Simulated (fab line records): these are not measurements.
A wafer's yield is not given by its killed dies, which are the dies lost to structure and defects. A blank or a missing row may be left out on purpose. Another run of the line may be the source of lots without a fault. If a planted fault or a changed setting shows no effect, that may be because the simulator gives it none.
A single fault, viewed from 2 desks / flow sky130 / every desk sees just its own numbers, and what lay behind them comes last

== FROM THE METROLOGY DESK ==
What the gauges read for every lot (on any tool): the sampled wafers with a number, averaged. The brackets show how far a lot's mean lies from the usual mean; more than 4 standard deviations puts the lot out of limits, marked OUT.
Columns: A = CONTACT_OVL at SKY_CONTACT_OVL_MEAS_15, usual 0 nm; B = METAL1_ALCU_RS at SKY_METAL1_RS_MEAS_05, usual 0.1271 ohm/sq; C = VIA1_W_RS at SKY_VIA1_RS_MEAS_22, usual 0.428 ohm/sq
lot=L229; first seen here=day 31 14:31; A=3; B=0.1284; C=0.428
lot=L230; first seen here=day 31 18:27; A=-7; B=0.1280; C=0.435
lot=L231; first seen here=day 32 01:40; A=-2; B=0.1270; C=0.424
lot=L232; first seen here=day 32 11:37; A=-6; B=0.1252; C=0.428
lot=L233; first seen here=day 32 21:12; A=7; B=0.1278; C=0.436
lot=L239; first seen here=day 34 18:04; A=2; B=0.1278; C=0.428
lot=L242; first seen here=day 35 20:40; A=-6; B=0.1272; C=0.430
lot=L245; first seen here=day 36 09:04; A=2; B=0.1279; C=0.426
lot=L246; first seen here=day 36 19:55; A=2; B=0.1256; C=0.429
lot=L247; first seen here=day 37 06:37; A=-1; B=0.1248; C=0.431
lot=L248; first seen here=day 37 13:04; A=-6; B=0.1265; C=0.423
lot=L251; first seen here=day 38 10:22; A=-4; B=0.1258; C=0.424
lot=L252; first seen here=day 39 21:04; A=7; B=0.1267; C=0.417
This desk's verdict: no lot among the 13 shows anything out of limits.

== THE TOOL OWNER'S DESK: rieDiel-03 ==
The tool's own readings at SKY_LI_CONTACT_ETCH_15 (etches PSG in C4F8/O2/Ar, stops on Si, target depth 600 nm): means of the sampled wafers that have a number, for each lot that ran on this tool. The brackets show how far a lot's mean lies from the usual mean; more than 4 standard deviations puts the lot out of limits, marked OUT.
Columns: A = biasW at SKY_LI_CONTACT_ETCH_15, usual 1200 W; B = oesProductAu at SKY_LI_CONTACT_ETCH_15, usual 0.838 a.u.
lot=L239; first seen here=day 32 11:07; A=1200; B=0.838
lot=L242; first seen here=day 33 14:18; A=1200; B=0.838
This desk's verdict: no lot among the 2 shows anything out of limits.

== BROUGHT TOGETHER ==
From the metrology desk's view, nothing was out of limits.
Nothing out of limits was seen by the tool owner's desk.

== WHAT THE SIMULATOR PUT IN ==
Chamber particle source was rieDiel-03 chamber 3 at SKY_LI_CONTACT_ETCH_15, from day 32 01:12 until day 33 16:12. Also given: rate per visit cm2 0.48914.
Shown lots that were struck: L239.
